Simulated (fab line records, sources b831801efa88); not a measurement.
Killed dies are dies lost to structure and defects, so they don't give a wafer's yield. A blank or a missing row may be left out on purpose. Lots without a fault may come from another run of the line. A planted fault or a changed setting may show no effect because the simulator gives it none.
Chamber matching | flow sky130 | SKY_VIA3_CMP_02 on cmp-02: 4 sister chambers
The step polishes SiO2. 7 wafers are shown with their chamber, then 7 later ones without.

WAFERS WITH THEIR CHAMBER
wafer  | chamber | motor_current_A (A) | edge_zone_pressure_frac
L766.3 | 0       | 12.1                | 0.998
L766.6 | 2       | 13.3                | 1.000
L767.1 | 3       | 12.4                | 1.006
L767.2 | 0       | 12.2                | 0.997
L767.4 | 1       | 12.2                | 1.002
L768.2 | 1       | 11.7                | 0.996
L768.3 | 3       | 12.5                | 1.002

WAFERS WITHOUT THEIR CHAMBER
wafer  | motor_current_A (A) | edge_zone_pressure_frac
L768.5 | 12.2                | 1.002
L772.1 | 12.5                | 1.007
L772.4 | 11.8                | 1.000
L772.6 | 14.0                | 1.002
L777.3 | 13.2                | 0.991
L777.4 | 12.6                | 0.998
L777.6 | 11.8                | 0.995

WHICH CHAMBER EACH WENT THROUGH
wafer  | from the rows above               | in truth
L768.5 | can't be placed: 3 or 0 or 1      | 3
L772.1 | 3                                 | 3
L772.4 | can't be placed: 1 or 0           | 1
L772.6 | 2                                 | 2
L777.3 | 2                                 | 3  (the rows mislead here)
L777.4 | can't be placed: 0 or 3 or 1 or 2 | 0
L777.6 | can't be placed: 1 or 0           | 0
Placed correctly: 2 of 7. Can't be placed from these rows: 4 (the true chamber is among the candidates in 4). Placed wrongly: 1.
How it was worked out, from the rows above alone: a wafer's distance from a chamber is the root of the sum, over the readings, of the square of ((its reading less the chamber's mean) divided by the reading's scatter). The wafer belongs to the nearest chamber; if the next one is less than 2 further off, it can't be placed. A chamber's mean is the mean of its shown wafers. The scatter: the root of (the sum of the squares of (reading less its chamber's mean) over the shown wafers, divided by (wafers less chambers)).
